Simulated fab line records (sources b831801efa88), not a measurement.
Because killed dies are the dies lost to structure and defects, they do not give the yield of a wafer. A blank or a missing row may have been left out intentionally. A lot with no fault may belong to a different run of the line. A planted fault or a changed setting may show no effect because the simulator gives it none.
Struck lot and sound lot, side by side | flow sky130 | 29 steps out of a route of 708
Sound: these wafers, L939.2, L939.4, L939.5. Wafers L935.3, L935.4, L935.6 were the ones struck. The cause is named last.
At each step with rows: each side's tool, then ch and its chambers, then its first start. Under that, the readings that differ: sound wafers | struck wafers | difference of the means | sigmas: that difference in standard deviations of wafers without a fault.
alike: readings whose means differ by less than 2 such deviations, and words and numbers that are the same on both sides. not compared: withheld readings, readings that some wafer has no value for, bounds like >300 that may hide the same value, and numbers for which the record gives no deviation and whose values overlap.
The two part at a step that has a row with sigmas, a row that says differs or no value, or rows on one side only. Non-overlapping numbers with no deviation appear without sigmas and do not part them. Lack of a reading on every wafer of one side parts them only where that side has two or more wafers.

SKY_PWDE_STRIP_09: strips in O2/N2.
  sound on plasma-asher-02 ch 0,1, day 7 20:59; struck on plasma-asher-03 ch 0,1, day 6 15:53
  alike: drypump-motor-current-A, n2-flow-sccm, oes-product-au, strip-time-to-endpoint-s
  not compared: rf-hours-counter-h
SKY_PWDE_TW_MEAS_10:
  sound on film-metro-01, day 7 21:06; struck on film-metro-04, day 6 15:58
  reading | sound       | struck      | difference | sigmas
  PWDE_TW | 370 371 371 | 379 378 377 | +7         | +2
then, 7 steps without rows for these wafers: SKY_NWELL_DEHYDRATE_03 (time 60 s); SKY_NWELL_HMDS_04 (prime time 60 s); SKY_NWELL_COAT_05 (resist thk 3000 nm); SKY_NWELL_SOFTBAKE_06; SKY_NWELL_EXPOSE_07 (exposes mask NWM, target cd 840 nm); SKY_NWELL_PEB_08; SKY_NWELL_DEVELOP_09 (develop time 60 s).
SKY_NWELL_OVL_MEAS_10:
  sound on overlay-01, day 8 18:01; struck on overlay-01, day 7 11:52
  reading           | sound       | struck         | difference | sigmas
  NWELL_00_OVL (nm) | 1.9 1.1 2.1 | -1.5 -0.7 -0.8 | -2.7       | -2
then, 2 steps without rows for these wafers: SKY_NWELL_IMPLANT_11; SKY_NWELL_IMPLANT_12.
SKY_NWELL_IMPLANT_13:
  struck on implanter-01, day 7 12:14; sound on implanter-01 ch 0, day 8 18:22
  no value came back on the struck wafers for beam-energy-keV, beam-on-s (s), dose-ions-cm2, faraday-current-uA; on the sound wafers beam-energy-keV reads 49.988 50.001 49.995
SKY_NWELL_STRIP_14: strips in O2/N2.
  sound on plasma-asher-01 ch 0,1, day 8 18:29; struck on plasma-asher-04 ch 0,1, day 7 12:22
  reading                     | sound       | struck      | difference | sigmas
  drypump-motor-current-A (A) | 6.7 6.7 6.1 | 6.0 5.3 5.3 | -1.0       | -2
  alike: n2-flow-sccm, oes-product-au, strip-time-to-endpoint-s
  not compared: rf-hours-counter-h
SKY_NWELL_TW_MEAS_15:
  sound on film-metro-01, day 8 18:36; struck on film-metro-04, day 7 12:28
  alike: NWELL_TW
then, 7 steps without rows for these wafers: SKY_NWELL_DEHYDRATE_16 (time 60 s); SKY_NWELL_HMDS_17 (prime time 60 s); SKY_NWELL_COAT_18 (resist thk 3000 nm); SKY_NWELL_SOFTBAKE_19; SKY_NWELL_EXPOSE_20 (exposes mask NWM COMPLEMENT, target cd 840 nm); SKY_NWELL_PEB_21; SKY_NWELL_DEVELOP_22 (develop time 60 s).
SKY_NWELL_OVL_MEAS_23:
  sound on overlay-01, day 9 16:19; struck on overlay-02, day 8 09:07
  alike: NWELL_01_OVL
following that, these wafers have no rows for 1 step: SKY_NWELL_IMPLANT_24.
SKY_NWELL_STRIP_25: strips in O2/N2.
  sound on plasma-asher-01 ch 0, day 9 16:29; struck on plasma-asher-03 ch 0,1, day 8 09:19
  alike: drypump-motor-current-A, n2-flow-sccm, oes-product-au, strip-time-to-endpoint-s
  not compared: rf-hours-counter-h
SKY_NWELL_TW_MEAS_26:
  sound on film-metro-04, day 9 16:36; struck on film-metro-04, day 8 09:25
  alike: NWELL_2_TW
then, 1 step without rows for these wafers: SKY_NWELL_CLEAN_27 (cleans in SC1/SC2, time 150 s).
SKY_NWELL_RTA_28: time 30 s.
  sound on rtp-anneal-02 ch 0, day 9 16:43; struck on rtp-anneal-01 ch 0, day 8 09:32
  alike: lamp-power-pct, wafer_temp_C_max
SKY_NWELL_RS_MEAS_29: a four-point-probe measurement.
  sound on film-metro-02, day 9 16:50; struck on film-metro-01, day 8 09:38
  reading           | sound             | struck            | difference | sigmas
  NWELL_RS (ohm/sq) | 626.8 629.1 626.7 | 653.8 653.9 652.2 | +25.8      | +16

WHERE THEY PART
Last at SKY_NWELL_RS_MEAS_29 as far as this record goes, first at SKY_PWDE_TW_MEAS_10.

WHY: whatever the simulator had introduced
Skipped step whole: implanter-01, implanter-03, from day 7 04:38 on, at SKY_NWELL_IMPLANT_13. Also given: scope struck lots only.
